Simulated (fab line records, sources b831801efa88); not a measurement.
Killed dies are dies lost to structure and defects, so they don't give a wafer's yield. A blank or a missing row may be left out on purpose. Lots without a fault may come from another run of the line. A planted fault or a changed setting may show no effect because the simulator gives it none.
A struck lot beside a sound one | flow sky130 | 14 steps out of a route of 708
Sound: wafers L195.1, L195.5, L195.6. Struck: wafers L186.1, L186.5, L186.6. The cause comes at the end.
At each step with rows: each side's tool, then ch and its chambers, then its first start. Under that, the readings that differ: sound wafers | struck wafers | difference of the means | sigmas: that difference in standard deviations of wafers without a fault.
alike: readings whose means differ by less than 2 such deviations, and words and numbers that are the same on both sides. not compared: withheld readings, readings that some wafer has no value for, bounds like >300 that may hide the same value, and numbers for which the record gives no deviation and whose values overlap.
The two part at a step that has a row with sigmas, a row that says differs or no value, or rows on one side only. Numbers that don't overlap but have no deviation are shown without sigmas and don't part them. A reading that every wafer of one side lacks parts them only if that side has two wafers or more.

SKY_POLY_GATE_ETCH_16: etches Si3N4 in CH3F/O2, stops on poly-Si, time 147.5 s, target depth 75 nm.
  sound on rie_diel-04 ch 0,1,2, day 22 00:36; struck on rie_diel-01 ch 1,2,3, day 18 22:19
  alike: O2_flow_sccm, drypump_motor_current_A, oes_product_au, throttle_valve_pct
  not compared: rf_hours_counter_h
SKY_POLY_GATE_ETCH_17: etches poly-Si in HBr/Cl2, stops on SiO2, target depth 180 nm, time 70.5 s.
  sound on rie_si-02 ch 0,2,3, day 22 00:42; struck on rie_si-01 ch 0,1,2, day 18 22:25
  reading               | sound             | struck            | difference | sigmas
  oes_product_au (a.u.) | 0.996 0.988 0.993 | 0.980 0.975 0.979 | -0.014     | -2
  alike: drypump_motor_current_A, throttle_valve_pct
  not compared: rf_hours_counter_h
SKY_POLY_GATE_STRIP_18: strips in O2/N2.
  sound on plasma_asher-04 ch 0,1, day 22 00:45; struck on plasma_asher-04 ch 0,1, day 18 22:29
  alike: drypump_motor_current_A, oes_product_au, strip_time_to_endpoint_s
  not compared: rf_hours_counter_h
then, 2 steps without rows for these wafers: SKY_POLY_GATE_CLEAN_19 (cleans in SC1/SC2, time 150 s); SKY_POLY_GATE_OXIDATION_20 (stabilise 600 s, purge 300 s, target thk 4 nm).
SKY_POLY_GATE_THK_MEAS_21:
  sound on film_metro-03, day 22 02:09; struck on film_metro-02, day 19 04:12
  alike: POLY_GATE_OXIDATION_THK
SKY_POLY_GATE_CD_MEAS_22:
  sound on cd_sem-02, day 22 02:13; struck on cd_sem-01, day 19 04:16
  alike: cd_nm
then, 5 steps without rows for these wafers: SKY_LDD_N_DEHYDRATE_00 (time 60 s); SKY_LDD_N_HMDS_01 (prime time 60 s); SKY_LDD_N_COAT_02 (resist thk 300 nm); SKY_LDD_N_SOFTBAKE_03 (time 60 s); SKY_LDD_N_EXPOSE_04 (exposes mask NTM, target cd 840 nm).
SKY_LDD_N_PEB_05:
  sound on litho_track-03 ch 0, day 23 08:23; struck on litho_track-01, day 20 09:48
  reading         | sound          | struck | difference                    | sigmas
  exhaust_pa (Pa) | 46.0 44.6 44.4 | - - -  | no value on the struck wafers |
  not compared: chill_plate_temp_C
then, 1 step without rows for these wafers: SKY_LDD_N_DEVELOP_06 (develop time 60 s).

WHERE THEY PART
First at SKY_POLY_GATE_ETCH_17; last, within this record, at SKY_LDD_N_PEB_05.

WHY: what the simulator had put in
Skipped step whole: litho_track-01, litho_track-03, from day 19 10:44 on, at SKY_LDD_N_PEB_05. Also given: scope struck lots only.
